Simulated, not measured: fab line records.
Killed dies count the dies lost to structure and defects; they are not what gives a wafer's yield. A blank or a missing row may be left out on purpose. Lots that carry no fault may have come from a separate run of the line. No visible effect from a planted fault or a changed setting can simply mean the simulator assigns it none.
fab line records	flow sky130
[record] lots = 24	wafers = 72	last-day = 50
route steps=708 shown NWELL@67 POLY_CUT@318 METAL2@484 VIA2@528 METAL3@564 CAP2M@617
lots untouched by any fault: they come from a run of this same line in which no faults occurred
start-h: hours from the record's opening day to when the first of the lot's shown wafers began	wait-h: hours from the lot's prior step to this one	" repeats the value in the row above	L1.1+2: a row that stands for several wafers	- no value, or no start given	* or withheld: withheld	< > ~ a bound
route shown NAME@n: NAME is a module with steps in the file, n the number in the route of the first one	usual: the fault-free wafers' mean and standard deviation	same: alike in all rows	chamber/n: place in a boat	sites: the reading at each site	_std_site: the standard deviation of these	_edge_site: the outer-site mean with the inner-site mean subtracted	radius-mm: for every site, how far away it sits from the centre of the wafer	mask NAME#n: copy n	behind: the tool/chamber that last shaped the wafer	hold: why the lot was held/for how many hours/how that ended	device: whichever transistor did not switch (one of n, p or np)	end of line: the same wafers' tests at the end of the route	for a step that has no rows: nothing shown but its recipe	killed: dies that structure and defects cost at the first sort, which is not the same as the wafer's yield	map: per-die view of a wafer (x killed, . not killed, _ where there is no die)
set.NAME: the setting as run; set.NAME@STEP: as run at that earlier step	model.NAME: the simulator's own value behind a step, which no gauge read
the route's steps for a sample of lots (tables are steps, rows are wafers)
services: a tool's chamber out of use, with start hour (start-h, from the record's first day; less than 0 if before it), hours out, and reason
[[steps]]
[step SKY_NWELL_STRIP_14]
[recipe] chemistry = O2/N2	power-w = 1400	pressure-mtorr = 1500	platen-temp-c = withheld	o2-flow-sccm = 3000	n2-flow-sccm = 300	overash-fraction = 0.5
[usual] chamber-pressure-mTorr = 1499.9/1.4	drypump-motor-current-A = 5.7/0.31	oes-product-au = 0.723/0.0045	strip-time-to-endpoint-s = 36.95/0.087
lot.wafer	tool	chamber	start-h	wait-h	chamber-pressure-mTorr	drypump-motor-current-A	oes-product-au	rf-hours-counter-h	strip-time-to-endpoint-s
L074.1	plasma-asher-02	1	91.46	0.1	1498.9	6.2	0.728	28	36.88
L074.3	"	0	"	"	1499.8	5.3	0.725	-	36.75
L074.5	"	0	"	"	1499.0	5.3	0.719	-	36.90
L075.1	plasma-asher-03	1	96.61	0.1	1498.6	5.3	0.719	42	36.84
L075.2	"	0	"	"	1500.3	6.0	0.721	42	36.88
L075.3	"	1	"	"	1500.5	5.3	0.716	-	36.93
L076.2	plasma-asher-02	0	100.75	0.1	1499.4	5.3	0.727	29	37.03
L076.3	"	0	"	"	1500.5	5.3	0.721	-	36.87
L076.4	"	1	"	"	1500.6	6.2	0.730	-	36.89
L077.2	plasma-asher-02	1	105.61	0.1	1499.6	6.2	0.726	29	37.03
L077.4	"	1	"	"	1498.6	6.2	0.727	-	37.09
L077.6	"	0	"	"	1499.8	5.3	0.726	-	37.04
L078.2	plasma-asher-01	1	110.86	0.1	1499.0	5.7	0.727	39	36.89
L078.3	"	0	"	"	1499.0	5.8	0.720	-	37.12
L078.5	"	1	"	"	1499.3	5.7	0.717	-	36.94
L079.2	plasma-asher-02	0	116.05	0.1	1500.3	5.3	0.728	30	37.03
L079.3	"	1	"	"	1498.2	6.2	0.727	-	36.92
L079.5	"	1	"	"	1501.3	6.2	0.724	-	36.96
L080.2	plasma-asher-01	1	121.46	0.1	1501.9	5.7	0.727	41	36.85
L080.4	"	1	"	"	1501.7	5.7	0.720	-	36.85
L080.5	"	1	"	"	1498.9	5.7	0.714	-	36.96
L081.1	plasma-asher-01	0	128.30	0.1	1500.5	5.8	0.720	42	36.88
L081.2	"	1	"	"	1499.4	5.7	0.723	42	36.89
L081.6	"	1	"	"	1498.8	5.7	0.721	-	36.93
L082.1	plasma-asher-01	1	134.81	0.1	1501.6	5.7	0.724	42	36.92
L082.4	"	1	"	"	1499.2	5.7	0.722	-	36.99
L082.6	"	0	"	"	1498.8	5.8	0.715	-	36.92
L083.1	plasma-asher-03	1	139.45	0.1	1500.2	5.3	0.720	1	37.08
L083.4	"	1	"	"	1499.3	5.3	0.719	-	36.92
L083.6	"	1	"	"	1501.3	5.3	0.717	-	36.98
L084.1	plasma-asher-01	1	152.01	0.1	1502.4	5.7	0.734	44	37.00
L084.2	"	0	"	"	1498.9	5.9	0.717	44	37.10
L084.6	"	1	"	"	1500.2	5.7	0.727	-	37.03
L085.1	plasma-asher-03	0	152.31	0.1	1500.3	6.0	0.730	2	37.05
L085.5	"	0	"	"	1502.6	6.0	0.718	-	37.06
L085.6	"	1	"	"	1501.1	5.3	0.729	-	37.02
L086.1	plasma-asher-03	1	159.96	0.1	1501.1	5.3	0.717	3	36.91
L086.4	"	1	"	"	1500.1	5.3	0.720	-	36.93
L086.5	"	1	"	"	1499.8	5.3	0.719	-	36.91
L087.3	plasma-asher-01	0	166.94	0.1	1501.5	5.9	0.726	-	37.15
L087.4	"	1	"	"	1500.4	5.7	0.712	-	37.20
L087.6	"	0	"	"	1500.7	5.9	0.726	-	36.99
L088.1	plasma-asher-03	0	172.81	0.1	1498.4	6.0	0.725	4	36.89
L088.3	"	1	"	"	1500.3	5.3	0.733	-	37.00
L088.5	"	0	"	"	1498.6	6.0	0.721	-	36.92
L089.1	plasma-asher-01	1	173.80	0.1	1498.7	5.7	0.722	47	37.04
L089.2	"	0	"	"	1498.9	5.8	0.718	47	37.03
L089.5	"	1	"	"	1500.7	5.6	0.726	-	36.93
L090.1	plasma-asher-01	0	179.31	0.1	1499.1	5.8	0.726	47	36.97
L090.2	"	1	"	"	1498.9	5.7	0.725	47	36.94
L090.5	"	1	"	"	1498.8	5.7	0.722	-	36.99
L091.2	plasma-asher-02	1	184.95	0.1	1498.7	6.1	0.725	38	36.99
L091.5	"	1	"	"	1500.1	6.1	0.726	-	36.96
L091.6	"	0	"	"	1498.8	5.3	0.727	-	36.97
L092.1	plasma-asher-03	0	190.76	0.1	1502.0	6.0	0.723	6	37.00
L092.3	"	0	"	"	1498.1	6.1	0.713	-	36.97
L092.4	"	1	"	"	1498.9	5.3	0.715	-	36.86
L093.1	plasma-asher-03	1	195.65	0.1	1501.8	5.3	0.732	6	36.96
L093.3	"	0	"	"	1499.1	6.0	0.719	-	37.00
L093.6	"	1	"	"	1499.8	5.3	0.717	-	36.87
L094.2	plasma-asher-01	0	203.65	0.1	1502.7	5.8	0.723	49	36.90
L094.4	"	0	"	"	1499.3	5.9	0.719	-	36.80
L094.5	"	1	"	"	1502.4	5.7	0.727	-	36.86
L095.3	plasma-asher-02	1	208.49	0.1	1499.2	6.2	0.729	-	36.92
L095.5	"	0	"	"	1503.2	5.4	0.722	-	37.06
L095.6	"	1	"	"	1499.2	6.2	0.726	-	36.84
L096.3	plasma-asher-02	0	217.18	0.1	1499.4	5.3	0.723	-	37.04
L096.5	"	0	"	"	1500.5	5.3	0.719	-	36.98
L096.6	"	1	"	"	1501.6	6.1	0.724	-	36.89
L097.2	plasma-asher-01	0	224.26	0.1	1498.4	5.8	0.723	52	36.80
L097.4	"	1	"	"	1501.7	5.7	0.720	-	36.79
L097.6	"	1	"	"	1499.4	5.7	0.721	-	36.86
[step SKY_POLY_CUT_ETCH_11]
[recipe] target = Si3N4	chemistry = CF4/CH2F2/Ar	stop-on = poly-Si	source-w = 600	bias-w = 150	pressure-mtorr = 40	cf4-flow-sccm = 40	ch2f2-flow-sccm = 20	Ar_flow_sccm = 150	time-s = 42.5	target-depth-a = 600
[usual] cf4-flow-sccm = 40.01/0.12	chamber-pressure-mTorr = 40.00/0.037	drypump-motor-current-A = 5.8/0.45	oes-product-au = 0.828/0.0064	throttle-valve-pct = 14.993/0.0088
[same] time-s = 42.5
lot.wafer	tool	chamber	start-h	wait-h	cf4-flow-sccm	chamber-pressure-mTorr	drypump-motor-current-A	oes-product-au	rf-hours-counter-h	throttle-valve-pct
L076.2	rie-diel-01	3	592.66	0.0	40.01	39.99	5.9	0.839	35	15.001
L076.3	"	2	"	"	39.93	40.05	5.7	0.832	22	14.995
L076.4	"	1	"	"	39.77	39.95	5.6	0.829	7	15.001
L075.1	rie-diel-03	1	594.89	0.0	39.86	40.02	5.6	0.832	15	14.989
L075.2	"	2	"	"	40.26	39.97	5.4	0.827	7	14.994
L075.3	"	2	"	"	40.07	40.04	5.4	0.840	-	14.986
L074.1	rie-diel-01	2	595.31	0.0	39.91	40.01	5.7	0.836	22	14.976
L074.3	"	3	"	"	40.14	39.97	5.9	0.841	35	14.986
L074.5	"	0	"	"	40.32	40.00	6.2	0.843	-	15.004
L078.2	rie-diel-02	2	598.91	0.0	39.98	40.01	4.9	0.827	4	14.998
L078.3	"	0	"	"	40.09	39.99	6.2	0.834	56	14.993
L078.5	"	2	"	"	40.03	39.92	4.9	0.826	-	14.992
L079.2	rie-diel-01	1	600.06	0.0	40.03	40.04	5.6	0.823	7	14.991
L079.3	"	2	"	"	40.09	39.96	5.7	0.825	22	14.980
L079.5	"	1	"	"	40.06	40.02	5.6	0.822	-	14.979
L077.2	rie-diel-02	1	602.32	0.0	40.09	39.95	6.7	0.817	1	14.994
L077.4	"	0	"	"	40.05	39.98	6.1	0.825	-	14.984
L077.6	"	1	"	"	40.15	40.06	6.7	0.830	-	14.992
L080.2	rie-diel-02	3	613.96	0.0	40.21	40.02	6.3	0.833	56	14.987
L080.4	"	1	"	"	39.98	39.94	6.7	0.827	2	14.983
L080.5	"	1	"	"	40.06	40.03	6.7	0.824	-	14.984
L081.1	rie-diel-03	0	614.17	0.0	39.92	40.04	5.7	0.819	19	14.994
L081.2	"	2	"	"	40.13	40.02	5.4	0.830	7	14.984
L081.6	"	1	"	"	40.09	40.00	5.6	0.821	-	15.002
L083.1	rie-diel-02	1	633.06	0.0	39.93	39.97	6.7	0.824	2	14.988
L083.4	"	3	"	"	39.84	39.99	6.3	0.833	57	15.010
L083.6	"	1	"	"	40.09	40.01	6.8	0.826	-	15.002
L082.1	rie-diel-02	1	635.86	0.0	40.01	39.96	6.7	0.822	2	14.993
L082.4	"	2	"	"	39.86	39.96	4.9	0.832	4	14.994
L082.6	"	2	"	"	40.09	40.02	4.9	0.828	-	14.999
L085.1	rie-diel-01	3	664.36	0.0	40.13	39.99	5.9	0.823	36	15.009
L085.5	"	3	"	"	40.01	39.98	5.9	0.832	-	14.992
L085.6	"	2	"	"	39.99	40.03	5.7	0.828	-	15.000
L084.1	rie-diel-02	0	667.82	0.0	39.97	40.02	6.2	0.825	58	15.000
L084.2	"	3	"	"	40.10	40.03	6.3	0.833	57	14.983
L084.6	"	2	"	"	39.89	40.02	4.9	0.834	-	15.003
L087.3	rie-diel-02	0	673.21	0.0	40.06	40.02	6.2	0.823	58	14.996
L087.4	"	1	"	"	40.04	40.02	6.8	0.819	3	14.977
L087.6	"	0	"	"	40.17	40.00	6.2	0.820	-	14.999
L086.1	rie-diel-01	3	675.87	0.0	40.00	40.03	5.9	0.820	37	14.994
L086.4	"	2	"	"	40.07	40.01	5.7	0.816	24	14.993
L086.5	"	1	"	"	40.04	40.02	5.6	0.820	-	14.988
L089.1	rie-diel-03	0	688.27	0.0	40.05	40.02	5.7	0.840	20	14.983
L089.2	"	3	"	"	40.17	39.98	5.8	0.833	15	14.981
L089.5	"	1	"	"	39.86	40.01	5.6	0.830	-	14.990
L090.1	rie-diel-01	3	688.72	0.0	39.99	40.05	5.9	0.826	37	14.979
L090.2	"	1	"	"	39.90	40.01	5.6	0.833	10	14.977
L090.5	"	0	"	"	39.95	40.08	6.2	0.824	-	14.986
L088.1	rie-diel-03	2	691.72	0.0	39.93	40.01	5.4	0.835	9	15.001
L088.3	"	1	"	"	39.87	40.05	5.6	0.826	17	14.999
L088.5	"	0	"	"	40.19	39.95	5.7	0.826	-	15.001
L092.1	rie-diel-03	3	698.52	0.0	40.21	39.98	5.8	0.822	15	14.988
L092.3	"	1	"	"	39.98	40.04	5.6	0.831	17	15.004
L092.4	"	2	"	"	39.94	40.01	5.4	0.828	9	15.004
L091.2	rie-diel-01	0	701.30	0.0	40.16	39.99	6.2	0.827	20	14.984
L091.5	"	2	"	"	40.20	40.06	5.7	0.833	-	15.002
L091.6	"	1	"	"	40.04	40.03	5.6	0.824	-	14.996
L093.1	rie-diel-03	1	706.31	0.0	39.78	39.99	5.6	0.825	17	15.014
L093.3	"	3	"	"	39.92	39.95	5.8	0.832	15	14.991
L093.6	"	1	"	"	39.96	40.00	5.6	0.833	-	14.984
L095.3	rie-diel-03	1	736.31	0.0	39.92	40.00	5.6	0.821	18	15.006
L095.5	"	0	"	"	39.87	39.93	5.7	0.834	-	15.003
L095.6	"	3	"	"	40.07	40.00	5.8	0.818	-	14.979
L096.3	rie-diel-03	0	737.26	0.0	39.92	40.01	5.7	0.843	21	14.983
L096.5	"	2	"	"	40.02	39.95	5.4	0.839	-	14.987
L096.6	"	1	"	"	40.17	39.99	5.6	0.833	-	14.986
L094.2	rie-diel-03	3	737.37	0.0	40.24	39.91	5.8	0.831	16	14.988
L094.4	"	1	"	"	40.11	39.94	5.6	0.825	18	14.982
L094.5	"	2	"	"	39.88	40.05	5.4	0.825	-	15.001
L097.2	rie-diel-03	2	741.77	0.0	39.91	40.01	5.4	0.825	10	14.972
L097.4	"	1	"	"	40.07	39.97	5.6	0.827	18	14.993
L097.6	"	1	"	"	39.80	40.03	5.6	0.820	-	15.010
[step SKY_METAL2_SPUTTER_01]
[recipe] material = TiN	target-thk-nm = 20	power-w = 6500	time-s = 16.7	chamber-pressure-pa = 0.4
[usual] throttle-valve-pct = 30.0/1.1
[same] time-s = 16.7
lot.wafer	tool	chamber	start-h	wait-h	throttle-valve-pct
L076.2	pvd-sputter-04	-	837.86	0.0	28.9
L076.3	"	-	"	"	30.2
L076.4	"	-	"	"	29.0
L075.1	pvd-sputter-02	-	838.16	0.0	31.4
L075.2	"	-	"	"	29.8
L075.3	"	-	"	"	31.2
L074.1	pvd-sputter-04	-	838.22	0.0	30.1
L074.3	"	-	"	"	32.0
L074.5	"	-	"	"	29.0
L078.2	pvd-sputter-04	-	838.57	0.0	28.9
L078.3	"	-	"	"	28.9
L078.5	"	-	"	"	28.8
L079.2	pvd-sputter-02	-	838.86	0.0	31.4
L079.3	"	-	"	"	29.3
L079.5	"	-	"	"	31.5
L077.2	pvd-sputter-04	-	839.01	0.0	31.9
L077.4	"	-	"	"	28.6
L077.6	"	-	"	"	30.5
L080.2	pvd-sputter-02	-	839.16	0.0	31.3
L080.4	"	-	"	"	29.3
L080.5	"	-	"	"	31.5
L081.1	pvd-sputter-04	-	839.31	0.0	31.8
L081.2	"	-	"	"	28.8
L081.6	"	-	"	"	32.4
L083.1	pvd-sputter-02	-	863.30	0.0	31.4
L083.4	"	-	"	"	29.4
L083.6	"	-	"	"	29.4
L082.1	pvd-sputter-02	-	864.19	0.0	29.3
L082.4	"	-	"	"	29.8
L082.6	"	-	"	"	30.0
L085.1	pvd-sputter-02	-	890.35	0.0	29.2
L085.5	"	-	"	"	31.2
L085.6	"	-	"	"	29.3
L084.1	pvd-sputter-04	-	890.75	0.0	30.4
L084.2	"	-	"	"	28.7
L084.6	"	-	"	"	28.7
L087.3	pvd-sputter-02	-	891.92	0.0	29.9
L087.4	"	-	"	"	29.2
L087.6	"	-	"	"	31.0
L086.1	pvd-sputter-04	-	895.11	0.0	31.9
L086.4	"	-	"	"	29.2
L086.5	"	-	"	"	28.5
L089.1	pvd-sputter-01	-	916.32	0.0	28.0
L089.2	"	-	"	"	29.2
L089.5	"	-	"	"	28.4
L090.1	pvd-sputter-02	-	916.49	0.0	29.7
L090.2	"	-	"	"	31.3
L090.5	"	-	"	"	29.9
L088.1	pvd-sputter-04	-	917.09	0.0	31.9
L088.3	"	-	"	"	28.8
L088.5	"	-	"	"	28.9
L092.1	pvd-sputter-01	-	918.12	0.0	28.6
L092.3	"	-	"	"	29.3
L092.4	"	-	"	"	29.2
L091.2	pvd-sputter-02	-	918.61	0.0	31.4
L091.5	"	-	"	"	30.2
L091.6	"	-	"	"	31.2
L093.1	pvd-sputter-04	-	940.56	0.0	29.0
L093.3	"	-	"	"	28.6
L093.6	"	-	"	"	30.4
L095.3	pvd-sputter-04	-	949.88	0.0	29.1
L095.5	"	-	"	"	29.2
L095.6	"	-	"	"	30.1
L096.3	pvd-sputter-01	-	950.65	0.0	29.2
L096.5	"	-	"	"	28.7
L096.6	"	-	"	"	29.4
L094.2	pvd-sputter-01	-	951.08	0.0	28.9
L094.4	"	-	"	"	29.3
L094.5	"	-	"	"	29.2
L097.2	pvd-sputter-04	-	951.55	0.0	28.8
L097.4	"	-	"	"	31.9
L097.6	"	-	"	"	32.0
[step SKY_VIA2_CVD_21]
[recipe] material = W	target-thk-nm = 420	time-s = 126.4	temp-c = 400	pressure-torr = 40
[usual] heater-power-w = 923/87
[same] time-s = 126.4
lot.wafer	tool	chamber	start-h	wait-h	heater-power-w
L076.2	cvd-w-02	1	891.83	0.0	973
L076.3	"	0	"	"	1051
L076.4	"	1	"	"	950
L075.1	cvd-w-01	0	892.55	0.0	949
L075.2	"	1	"	"	778
L075.3	"	1	"	"	786
L074.1	cvd-w-02	0	892.77	0.0	1044
L074.3	"	0	"	"	1061
L074.5	"	1	"	"	957
L078.2	cvd-w-01	0	893.13	0.0	949
L078.3	"	0	"	"	987
L078.5	"	0	"	"	967
L079.2	cvd-w-02	0	893.43	0.0	1040
L079.3	"	1	"	"	929
L079.5	"	0	"	"	1060
L077.2	cvd-w-01	1	893.84	0.0	790
L077.4	"	0	"	"	970
L077.6	"	1	"	"	777
L080.2	cvd-w-02	0	893.87	0.0	1001
L080.4	"	0	"	"	1011
L080.5	"	0	"	"	1045
L081.1	cvd-w-02	0	894.00	0.0	1071
L081.2	"	1	"	"	946
L081.6	"	0	"	"	1056
L083.1	cvd-w-01	0	915.37	0.0	972
L083.4	"	0	"	"	988
L083.6	"	0	"	"	971
L082.1	cvd-w-01	1	917.28	0.0	800
L082.4	"	0	"	"	968
L082.6	"	0	"	"	962
L085.1	cvd-w-02	0	943.31	0.0	1014
L085.5	"	0	"	"	1019
L085.6	"	1	"	"	870
L084.1	cvd-w-01	1	943.42	0.0	794
L084.2	"	0	"	"	985
L084.6	"	1	"	"	786
L087.3	cvd-w-02	1	944.12	0.1	873
L087.4	"	0	"	"	1019
L087.6	"	0	"	"	1030
L086.1	cvd-w-02	1	948.53	0.0	873
L086.4	"	0	"	"	1006
L086.5	"	1	"	"	862
L089.1	cvd-w-02	1	966.70	0.0	857
L089.2	"	0	"	"	1014
L089.5	"	1	"	"	893
L090.1	cvd-w-01	0	967.05	0.0	962
L090.2	"	1	"	"	789
L090.5	"	0	"	"	945
L088.1	cvd-w-02	0	968.95	0.0	1026
L088.3	"	1	"	"	889
L088.5	"	1	"	"	897
L092.1	cvd-w-01	0	970.50	0.0	977
L092.3	"	1	"	"	775
L092.4	"	0	"	"	975
L091.2	cvd-w-02	0	970.90	0.0	993
L091.5	"	0	"	"	1037
L091.6	"	1	"	"	881
L093.1	cvd-w-02	1	990.79	0.0	874
L093.3	"	1	"	"	900
L093.6	"	1	"	"	882
L095.3	cvd-w-01	0	999.67	0.1	973
L095.5	"	0	"	"	973
L095.6	"	1	"	"	778
L096.3	cvd-w-02	1	999.98	0.1	902
L096.5	"	1	"	"	877
L096.6	"	0	"	"	999
L094.2	cvd-w-01	0	1000.78	0.0	1001
L094.4	"	0	"	"	1000
L094.5	"	0	"	"	974
L097.2	cvd-w-02	0	1001.75	0.0	984
L097.4	"	0	"	"	996
L097.6	"	0	"	"	1003
[step SKY_METAL3_OVL_MEAS_14]
[usual] METAL3_OVL = 1/4.8
lot.wafer	tool	chamber	start-h	wait-h	METAL3_OVL[nm]
L076.2	overlay-01	-	942.54	0.1	8
L076.3	"	-	"	"	-3
L076.4	"	-	"	"	4
L075.1	overlay-02	-	944.18	0.1	1
L075.2	"	-	"	"	0
L075.3	"	-	"	"	5
L074.1	overlay-01	-	944.39	0.1	-3
L074.3	"	-	"	"	0
L074.5	"	-	"	"	0
L078.2	overlay-01	-	945.10	0.1	-4
L078.3	"	-	"	"	2
L078.5	"	-	"	"	1
L079.2	overlay-01	-	945.14	0.1	-6
L079.3	"	-	"	"	3
L079.5	"	-	"	"	-2
L077.2	overlay-02	-	945.45	0.1	-3
L077.4	"	-	"	"	10
L077.6	"	-	"	"	1
L081.1	overlay-02	-	945.79	0.1	-1
L081.2	"	-	"	"	-2
L081.6	"	-	"	"	-2
L080.2	overlay-01	-	945.79	0.1	1
L080.4	"	-	"	"	5
L080.5	"	-	"	"	8
L083.1	overlay-02	-	966.04	0.1	-3
L083.4	"	-	"	"	1
L083.6	"	-	"	"	-10
L082.1	overlay-01	-	967.89	0.1	2
L082.4	"	-	"	"	0
L082.6	"	-	"	"	8
L085.1	overlay-02	-	992.79	0.1	8
L085.5	"	-	"	"	3
L085.6	"	-	"	"	10
L084.1	overlay-02	-	993.59	0.1	0
L084.2	"	-	"	"	-2
L084.6	"	-	"	"	0
L087.3	overlay-02	-	993.80	0.1	1
L087.4	"	-	"	"	3
L087.6	"	-	"	"	3
L086.1	overlay-01	-	998.54	0.1	2
L086.4	"	-	"	"	0
L086.5	"	-	"	"	-3
L089.1	overlay-01	-	1015.09	0.1	6
L089.2	"	-	"	"	1
L089.5	"	-	"	"	1
L090.1	overlay-02	-	1015.44	0.1	2
L090.2	"	-	"	"	-9
L090.5	"	-	"	"	4
L088.1	overlay-02	-	1017.89	0.1	0
L088.3	"	-	"	"	-3
L088.5	"	-	"	"	6
L092.1	overlay-01	-	1019.74	0.1	7
L092.3	"	-	"	"	10
L092.4	"	-	"	"	-3
L091.2	overlay-02	-	1019.90	0.1	10
L091.5	"	-	"	"	2
L091.6	"	-	"	"	7
L093.1	overlay-02	-	1038.79	0.1	6
L093.3	"	-	"	"	1
L093.6	"	-	"	"	1
L095.3	overlay-01	-	1046.70	0.1	1
L095.5	"	-	"	"	0
L095.6	"	-	"	"	0
L096.3	overlay-01	-	1047.16	0.1	7
L096.5	"	-	"	"	5
L096.6	"	-	"	"	11
L094.2	overlay-02	-	1048.90	0.1	1
L094.4	"	-	"	"	11
L094.5	"	-	"	"	6
L097.2	overlay-02	-	1049.25	0.1	3
L097.4	"	-	"	"	-7
L097.6	"	-	"	"	-2
[step SKY_CAP2M_STRIP_14]
[recipe] chemistry = O2/N2	power-w = 1400	pressure-mtorr = 1500	platen-temp-c = withheld	o2-flow-sccm = 3000	n2-flow-sccm = 300	overash-fraction = 0.5
[usual] chamber-pressure-mTorr = 1500.1/1.3	drypump-motor-current-A = 5.7/0.35	oes-product-au = 0.710/0.0048	strip-time-to-endpoint-s = 12.65/0.041
lot.wafer	tool	chamber	start-h	wait-h	chamber-pressure-mTorr	drypump-motor-current-A	oes-product-au	rf-hours-counter-h	strip-time-to-endpoint-s
L076.2	plasma-asher-02	1	994.26	0.1	1499.2	6.2	0.708	117	12.61
L076.3	"	0	"	"	1500.1	5.3	0.710	-	12.57
L076.4	"	1	"	"	1499.2	6.1	0.714	-	12.61
L075.1	plasma-asher-02	0	995.48	0.1	1501.1	5.3	0.708	117	12.65
L075.2	"	1	"	"	1501.4	6.2	0.704	117	12.68
L075.3	"	1	"	"	1500.3	6.2	0.713	-	12.68
L074.1	plasma-asher-02	1	996.45	0.1	1502.7	6.2	0.715	117	12.62
L074.3	"	1	"	"	1503.3	6.2	0.706	-	12.60
L074.5	"	0	"	"	1500.8	5.3	0.706	-	12.65
L078.2	plasma-asher-03	1	996.58	0.1	1499.2	5.3	0.705	85	12.65
L078.3	"	0	"	"	1498.4	6.1	0.710	-	12.63
L078.5	"	1	"	"	1496.9	5.3	0.709	-	12.65
L079.2	plasma-asher-03	0	996.73	0.1	1500.9	6.0	0.713	85	12.66
L079.3	"	0	"	"	1500.4	6.1	0.719	-	12.70
L079.5	"	0	"	"	1500.1	6.0	0.708	-	12.66
L077.2	plasma-asher-02	0	997.05	0.1	1499.6	5.3	0.704	117	12.61
L077.4	"	0	"	"	1499.4	5.3	0.712	-	12.66
L077.6	"	0	"	"	1499.3	5.3	0.710	-	12.63
L080.2	plasma-asher-03	1	997.30	0.1	1501.6	5.3	0.703	85	12.68
L080.4	"	1	"	"	1498.1	5.3	0.705	-	12.71
L080.5	"	0	"	"	1499.0	6.0	0.706	-	12.68
L081.1	plasma-asher-02	1	997.68	0.1	1500.3	6.2	0.708	118	12.68
L081.2	"	0	"	"	1499.2	5.3	0.712	118	12.60
L081.6	"	0	"	"	1500.8	5.4	0.712	-	12.67
L083.1	plasma-asher-03	1	1017.26	0.1	1500.2	5.3	0.705	86	12.78
L083.4	"	1	"	"	1499.2	5.3	0.710	-	12.73
L083.6	"	1	"	"	1500.6	5.3	0.704	-	12.75
L082.1	plasma-asher-03	1	1018.48	0.1	1499.8	5.3	0.711	87	12.64
L082.4	"	0	"	"	1498.2	6.0	0.707	-	12.63
L082.6	"	1	"	"	1501.2	5.3	0.715	-	12.58
L085.1	plasma-asher-04	1	1042.20	0.1	1499.9	6.0	0.714	29	12.67
L085.5	"	1	"	"	1499.7	6.0	0.711	-	12.62
L085.6	"	0	"	"	1501.5	5.6	0.706	-	12.63
L084.1	plasma-asher-04	1	1042.91	0.1	1500.6	6.0	0.710	29	12.68
L084.2	"	0	"	"	1499.6	5.6	0.718	29	12.69
L084.6	"	0	"	"	1498.7	5.6	0.722	-	12.69
L087.3	plasma-asher-02	0	1043.57	0.1	1499.3	5.3	0.716	-	12.62
L087.4	"	1	"	"	1501.0	6.2	0.710	-	12.67
L087.6	"	1	"	"	1499.7	6.1	0.707	-	12.59
L086.1	plasma-asher-04	1	1046.85	0.1	1502.7	6.0	0.711	29	12.69
L086.4	"	1	"	"	1502.6	6.0	0.706	-	12.71
L086.5	"	1	"	"	1501.5	6.0	0.714	-	12.72
L089.1	plasma-asher-04	0	1061.73	0.1	1499.1	5.6	0.717	31	12.67
L089.2	"	1	"	"	1501.3	6.0	0.705	31	12.58
L089.5	"	1	"	"	1502.3	6.0	0.713	-	12.66
L090.1	plasma-asher-04	0	1062.83	0.1	1500.5	5.6	0.715	31	12.64
L090.2	"	1	"	"	1499.1	6.0	0.718	31	12.66
L090.5	"	1	"	"	1499.6	6.0	0.704	-	12.64
L088.1	plasma-asher-02	1	1066.33	0.1	1500.6	6.1	0.710	0	12.58
L088.3	"	1	"	"	1498.9	6.2	0.697	-	12.56
L088.5	"	0	"	"	1502.3	5.3	0.706	-	12.67
L092.1	plasma-asher-04	1	1066.45	0.1	1497.7	6.0	0.712	31	12.61
L092.3	"	1	"	"	1501.8	6.0	0.706	-	12.65
L092.4	"	0	"	"	1501.5	5.6	0.704	-	12.64
L091.2	plasma-asher-03	0	1066.75	0.1	1501.3	6.0	0.710	92	12.63
L091.5	"	0	"	"	1498.9	6.0	0.707	-	12.62
L091.6	"	1	"	"	1500.5	5.3	0.701	-	12.57
L093.1	plasma-asher-03	0	1085.65	0.1	1498.7	6.0	0.708	93	12.63
L093.3	"	1	"	"	1500.5	5.3	0.706	-	12.65
L093.6	"	1	"	"	1500.9	5.3	0.710	-	12.64
L095.3	plasma-asher-04	0	1093.62	0.1	1500.8	5.5	0.708	-	12.67
L095.5	"	1	"	"	1496.9	6.0	0.713	-	12.67
L095.6	"	0	"	"	1501.1	5.6	0.710	-	12.67
L096.3	plasma-asher-03	1	1093.92	0.1	1501.4	5.3	0.709	-	12.68
L096.5	"	0	"	"	1500.3	6.0	0.702	-	12.67
L096.6	"	1	"	"	1497.8	5.3	0.722	-	12.68
L097.2	plasma-asher-03	1	1095.83	0.1	1496.6	5.3	0.713	95	12.71
L097.4	"	1	"	"	1501.3	5.3	0.704	-	12.70
L097.6	"	1	"	"	1497.7	5.3	0.711	-	12.72
L094.2	plasma-asher-04	1	1096.18	0.1	1498.7	6.0	0.712	34	12.71
L094.4	"	1	"	"	1498.9	6.0	0.716	-	12.65
L094.5	"	1	"	"	1498.8	6.0	0.712	-	12.69
[[services]]
tool	chamber	start-h	hours	kind
cvd-w-02	-	81.97	6.0	pm
plasma-asher-03	-	108.75	9.0	pm
plasma-asher-03	-	117.75	14.6	pm
cvd-w-02	-	118.98	1.4	repair
pvd-sputter-04	-	138.74	5.2	repair
cvd-w-02	1	227.96	4.2	repair
plasma-asher-03	-	275.73	1.2	repair
cvd-w-02	1	442.20	7.9	repair
plasma-asher-02	-	448.25	2.8	pm
cvd-w-02	0	498.33	3.8	repair
plasma-asher-02	-	656.07	0.8	repair
cvd-w-02	-	732.22	2.8	pm
plasma-asher-03	-	779.93	2.8	pm
cvd-w-02	1	815.71	7.3	repair
plasma-asher-02	-	838.66	14.6	pm
cvd-w-02	1	858.18	2.2	repair
cvd-w-02	-	904.00	14.0	pm
plasma-asher-02	-	913.32	2.1	repair
plasma-asher-03	-	949.01	3.4	repair
cvd-w-02	0	985.20	9.9	repair
plasma-asher-02	-	1009.98	1.1	repair
plasma-asher-02	-	1034.63	3.3	repair
plasma-asher-02	-	1045.17	1.2	repair
plasma-asher-02	-	1055.25	9.0	pm
[[key]]
fault none
